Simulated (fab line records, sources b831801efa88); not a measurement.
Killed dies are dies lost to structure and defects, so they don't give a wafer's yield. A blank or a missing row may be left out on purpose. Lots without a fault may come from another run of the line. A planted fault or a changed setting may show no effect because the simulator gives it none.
Which tool did it? | flow sky130 | 6 lots, 17 wafers sampled, at 1 step of a route of 708

WHAT THE GAUGES READ, wafer by wafer
SKY_SONOS_ONO_THK_MEAS_01.
lot  | measured     | on            | SONOS_ONO_OXIDATION_THK (nm)
L243 | day 12 01:44 | film_metro-01 | 2.65 2.61 2.59
L246 | day 13 07:15 | film_metro-03 | 2.73 2.73
L257 | day 17 03:05 | film_metro-03 | 2.61 2.62 2.64
L259 | day 17 15:11 | film_metro-01 | 2.64 2.68 2.64
L261 | day 17 22:49 | film_metro-03 | 2.62 2.48 2.60
L264 | day 19 01:58 | film_metro-02 | 2.57 2.56 2.54

WHICH TOOL RAN EACH LOT (tool, then ch and the chambers of the sampled wafers, then the start)
The record holds no process step before these readings.

THE ANSWER, worked out from the rows above alone
Rule: what is usual is taken from the lots themselves. Put in order of their means at a reading, lots are off if they are a third of the lots or fewer, leave a main group of 4 or more, and stand apart from it by a gap of 3 or more times the standard deviation of the main group's means; of several such gaps the widest counts. A main group whose means are all the same, to the digits that the tables above print for the reading, isn't used. A lot without any number at a reading at which 4 lots or more have one is off too. The other lots that the step has rows for count as sound.
No lot is off at any reading shown: from this, nothing can be told.

WHAT THE SIMULATOR HAD PUT IN
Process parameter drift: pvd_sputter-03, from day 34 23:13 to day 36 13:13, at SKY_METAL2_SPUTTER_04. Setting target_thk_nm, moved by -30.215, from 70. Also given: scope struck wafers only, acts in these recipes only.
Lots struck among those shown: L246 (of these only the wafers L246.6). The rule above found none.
